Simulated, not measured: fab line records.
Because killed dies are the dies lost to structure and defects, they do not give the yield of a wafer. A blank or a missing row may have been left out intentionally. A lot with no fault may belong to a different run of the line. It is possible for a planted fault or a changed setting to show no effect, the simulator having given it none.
Tool commonality check :: flow sky130 :: Lots sampled 12, wafers sampled 36

## REASON FOR OPENING
Of 12 lots, 2 have the reading NWELL_RS flagged at SKY_NWELL_RS_MEAS_29. No-fault wafers: 624.5 ohm/sq, standard deviation 1.4.
Rule: a lot is flagged when every wafer of it that has a number lies more than 4 standard deviations from that mean, or none has a number. All remaining lots are regarded as sound.

lot: L506
measured: day 5 06:38
on: film_metro-02
NWELL_RS (ohm/sq), wafer by wafer: 625.9 624.1 624.6
flag: 

lot: L509
measured: day 5 23:55
on: film_metro-01
NWELL_RS (ohm/sq), wafer by wafer: 627.5 623.9 624.2
flag: 

lot: L510
measured: day 6 08:11
on: film_metro-01
NWELL_RS (ohm/sq), wafer by wafer: 623.6 621.3 622.7
flag: 

lot: L512
measured: day 7 04:29
on: film_metro-02
NWELL_RS (ohm/sq), wafer by wafer: 625.0 622.9 624.8
flag: 

lot: L513
measured: day 7 06:04
on: film_metro-01
NWELL_RS (ohm/sq), wafer by wafer: 626.5 625.4 624.5
flag: 

lot: L515
measured: day 7 12:58
on: film_metro-02
NWELL_RS (ohm/sq), wafer by wafer: 623.6 625.5 621.8
flag: 

lot: L523
measured: day 9 17:14
on: film_metro-01
NWELL_RS (ohm/sq), wafer by wafer: 631.1 632.6 631.7
flag: FLAGGED

lot: L524
measured: day 10 10:51
on: film_metro-02
NWELL_RS (ohm/sq), wafer by wafer: 633.1 630.7 634.0
flag: FLAGGED

lot: L525
measured: day 10 15:13
on: film_metro-01
NWELL_RS (ohm/sq), wafer by wafer: 627.0 625.8 625.9
flag: 

lot: L526
measured: day 10 15:45
on: film_metro-01
NWELL_RS (ohm/sq), wafer by wafer: 625.1 626.4 624.9
flag: 

lot: L527
measured: day 10 18:51
on: film_metro-01
NWELL_RS (ohm/sq), wafer by wafer: 624.1 623.6 625.7
flag: 

lot: L529
measured: day 11 09:22
on: film_metro-01
NWELL_RS (ohm/sq), wafer by wafer: 622.9 622.1 621.5
flag: 
On average the flagged lots' numbers are 632.2 ohm/sq, which is +7.7 ohm/sq against the usual, or +6 standard deviations.

## WHICH TOOL EACH LOT WENT THROUGH
The record holds 2 process steps before the reading, out of a route of 708 steps. In each cell: the tool, then ch and the chambers that the sampled wafers went through, then the start.
lot: L506
flag: 
SKY_NWELL_IMPLANT_13: implanter-04 ch 0, day 4 13:13
SKY_NWELL_STRIP_14: plasma_asher-02 ch 0,1, day 4 13:21

lot: L509
flag: 
SKY_NWELL_IMPLANT_13: implanter-02 ch 0, day 5 05:14
SKY_NWELL_STRIP_14: plasma_asher-04 ch 0,1, day 5 05:23

lot: L510
flag: 
SKY_NWELL_IMPLANT_13: implanter-04 ch 0, day 5 13:05
SKY_NWELL_STRIP_14: plasma_asher-03 ch 0,1, day 5 13:13

lot: L512
flag: 
SKY_NWELL_IMPLANT_13: implanter-04 ch 0, day 6 09:43
SKY_NWELL_STRIP_14: plasma_asher-04 ch 0,1, day 6 09:51

lot: L513
flag: 
SKY_NWELL_IMPLANT_13: implanter-01 ch 0, day 6 10:28
SKY_NWELL_STRIP_14: plasma_asher-03 ch 1, day 6 10:35

lot: L515
flag: 
SKY_NWELL_IMPLANT_13: implanter-01 ch 0, day 6 17:58
SKY_NWELL_STRIP_14: plasma_asher-04 ch 0,1, day 6 18:05

lot: L523
flag: FLAGGED
SKY_NWELL_IMPLANT_13: implanter-01 ch 0, day 8 19:22
SKY_NWELL_STRIP_14: plasma_asher-04 ch 0,1, day 8 19:30

lot: L524
flag: FLAGGED
SKY_NWELL_IMPLANT_13: implanter-01 ch 0, day 9 11:53
SKY_NWELL_STRIP_14: plasma_asher-04 ch 0,1, day 9 12:01

lot: L525
flag: 
SKY_NWELL_IMPLANT_13: implanter-04 ch 0, day 9 15:00
SKY_NWELL_STRIP_14: plasma_asher-04 ch 0,1, day 9 15:09

lot: L526
flag: 
SKY_NWELL_IMPLANT_13: implanter-02 ch 0, day 9 15:14
SKY_NWELL_STRIP_14: plasma_asher-03 ch 0,1, day 9 15:22

lot: L527
flag: 
SKY_NWELL_IMPLANT_13: implanter-04 ch 0, day 9 20:00
SKY_NWELL_STRIP_14: plasma_asher-03 ch 0,1, day 9 20:09

lot: L529
flag: 
SKY_NWELL_IMPLANT_13: implanter-02 ch 0, day 10 09:43
SKY_NWELL_STRIP_14: plasma_asher-03 ch 0,1, day 10 09:51
These steps, and what they do:
- SKY_NWELL_IMPLANT_13
- SKY_NWELL_STRIP_14: strips in O2/N2.
- SKY_NWELL_RS_MEAS_29: measures by four-point-probe.

## FLAGGED AGAINST TOTAL, ONE TOOL AT A TIME (gauges that did the reading follow at the end)
step: SKY_NWELL_IMPLANT_13
tool: implanter-01
lots run: 4
flagged: 2
share of the flagged lots: all
sound lots run after its first flagged lot: 0

step: SKY_NWELL_IMPLANT_13
tool: implanter-02
lots run: 3
flagged: 0
share of the flagged lots: none
sound lots run after its first flagged lot: -

step: SKY_NWELL_IMPLANT_13
tool: implanter-04
lots run: 5
flagged: 0
share of the flagged lots: none
sound lots run after its first flagged lot: -

step: SKY_NWELL_STRIP_14
tool: plasma_asher-02
lots run: 1
flagged: 0
share of the flagged lots: none
sound lots run after its first flagged lot: -

step: SKY_NWELL_STRIP_14
tool: plasma_asher-03
lots run: 5
flagged: 0
share of the flagged lots: none
sound lots run after its first flagged lot: -

step: SKY_NWELL_STRIP_14
tool: plasma_asher-04
lots run: 6
flagged: 2
share of the flagged lots: all
sound lots run after its first flagged lot: 1 (L525)

step: SKY_NWELL_RS_MEAS_29
tool: film_metro-01
lots run: 8
flagged: 1
share of the flagged lots: some
sound lots run after its first flagged lot: 4 (L525,L526,L527,L529)

step: SKY_NWELL_RS_MEAS_29
tool: film_metro-02
lots run: 4
flagged: 1
share of the flagged lots: some
sound lots run after its first flagged lot: 0

## WHAT IS ALLOWED BY THE TABLE
Rows of the table that ran all the flagged lots, 2 in number: implanter-01 at SKY_NWELL_IMPLANT_13; plasma_asher-04 at SKY_NWELL_STRIP_14.
- implanter-01 at SKY_NWELL_IMPLANT_13 ran 4 lots, 2 of them flagged. A fault beginning between L515 (day 6 17:58), its last sound lot, and L523 (day 8 19:22), its first flagged one, fits the data. Its own readings lie more than 4 standard deviations out on every wafer of the flagged lots: dose_ions_cm2, faraday_current_uA.
- plasma_asher-04 at SKY_NWELL_STRIP_14 ran 6 lots, 2 of them flagged. Sound lots ran on it after the first flagged one (L525), which a lasting fault on the whole tool wouldn't allow.
Just one tool remains: implanter-01 at SKY_NWELL_IMPLANT_13.

## WHAT HAD BEEN PUT IN BY THE SIMULATOR
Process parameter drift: implanter-01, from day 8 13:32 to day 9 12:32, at SKY_NWELL_IMPLANT_13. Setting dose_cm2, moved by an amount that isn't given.
Shown lots that were struck: L523, L524. The rule given above showed the same thing.
